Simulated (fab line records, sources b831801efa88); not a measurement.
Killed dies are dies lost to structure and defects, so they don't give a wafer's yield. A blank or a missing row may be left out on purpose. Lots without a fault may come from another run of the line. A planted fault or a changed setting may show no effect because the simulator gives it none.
One fault seen from 2 desks | flow gf180mcu | each desk has only its own numbers; what lay behind them comes last

THE METROLOGY DESK
What the gauges read, lot by lot, whatever tool the lot ran on: means of the sampled wafers that have a number. A lot is out of limits, marked OUT, if its mean lies more than 4 standard deviations from the usual mean; the brackets give that distance.
Columns: A = VT_IMPLANT_OVL at GF_VT_IMPLANT_OVL_MEAS_07, usual -0.3 nm; B = MVPSD_RS at GF_VT_IMPLANT_RS_MEAS_49, usual 1168.6 ohm/sq; C = PSD_OVL at GF_PSD_OVL_MEAS_08, usual -1.1 nm
lot  | first seen here | A    | B                 | C
L912 | day 5 20:39     | 0.0  | 1171.5            | -2.8
L913 | day 5 23:16     | -1.1 | 1172.9            | -1.9
L914 | day 6 06:13     | -0.7 | 1166.2            | -3.8
L917 | day 6 22:17     | 0.7  | 1169.3            | -2.2
L918 | day 7 05:40     | -0.6 | 1200.1 (+10) OUT  | -3.0
L919 | day 7 07:49     | 2.6  | 1197.2 (+9.5) OUT | 1.0
L926 | day 9 04:45     | 0.2  | 1168.8            | -1.8
L927 | day 9 11:47     | 1.2  | 1166.1            | 0.3
L929 | day 9 23:01     | -1.5 | 1162.1            | -0.8
L932 | day 10 18:30    | -0.9 | 1168.2            | -2.3
L933 | day 11 00:17    | -0.3 | 1165.4            | 0.8
L934 | day 11 07:09    | -0.0 | 1166.5            | -2.2
L935 | day 11 12:26    | 0.3  | 1173.3            | -1.1
This desk's finding: out of limits on L918, L919; first on L918, day 9 08:19 (MVPSD_RS at GF_VT_IMPLANT_RS_MEAS_49). In limits: L912, L913, L914, L917, L926, L927, L929, L932, L933, L934, L935.

THE TOOL OWNER'S DESK: implanter-03
The tool's own readings at GF_MVPSD_IMPLANT_08: means of the sampled wafers that have a number, for each lot that ran on this tool. A lot is out of limits, marked OUT, if its mean lies more than 4 standard deviations from the usual mean; the brackets give that distance.
Columns: A = dose_ions_cm2 at GF_MVPSD_IMPLANT_08, usual 1.4997e+13; B = faraday_current_uA at GF_MVPSD_IMPLANT_08, usual 84.6
lot  | first seen here | A                    | B
L913 | day 5 09:01     | 1.5007e+13           | 84.2
L918 | day 6 13:53     | 1.4208e+13 (-53) OUT | 80.5
L919 | day 6 16:42     | 1.4225e+13 (-51) OUT | 79.0
This desk's finding: out of limits on L918, L919; first on L918, day 6 13:53 (dose_ions_cm2 at GF_MVPSD_IMPLANT_08). In limits: L913.

PUT TOGETHER
The tool owner's desk could have raised an alarm at day 6 13:53, on L918, L919.
The metrology desk could have raised an alarm at day 9 08:19, on L918, L919.
Of the lots named, all ran GF_MVPSD_IMPLANT_08 on implanter-03.

WHAT THE SIMULATOR HAD PUT IN
Process parameter drift: implanter-03, from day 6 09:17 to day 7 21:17, at GF_MVPSD_IMPLANT_08. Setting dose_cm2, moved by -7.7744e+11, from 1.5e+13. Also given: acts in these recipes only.
Lots struck among those shown: L918, L919.
Hours from the fault's start to each desk's first reading out of limits: the tool owner's desk, 5; the metrology desk, 71.
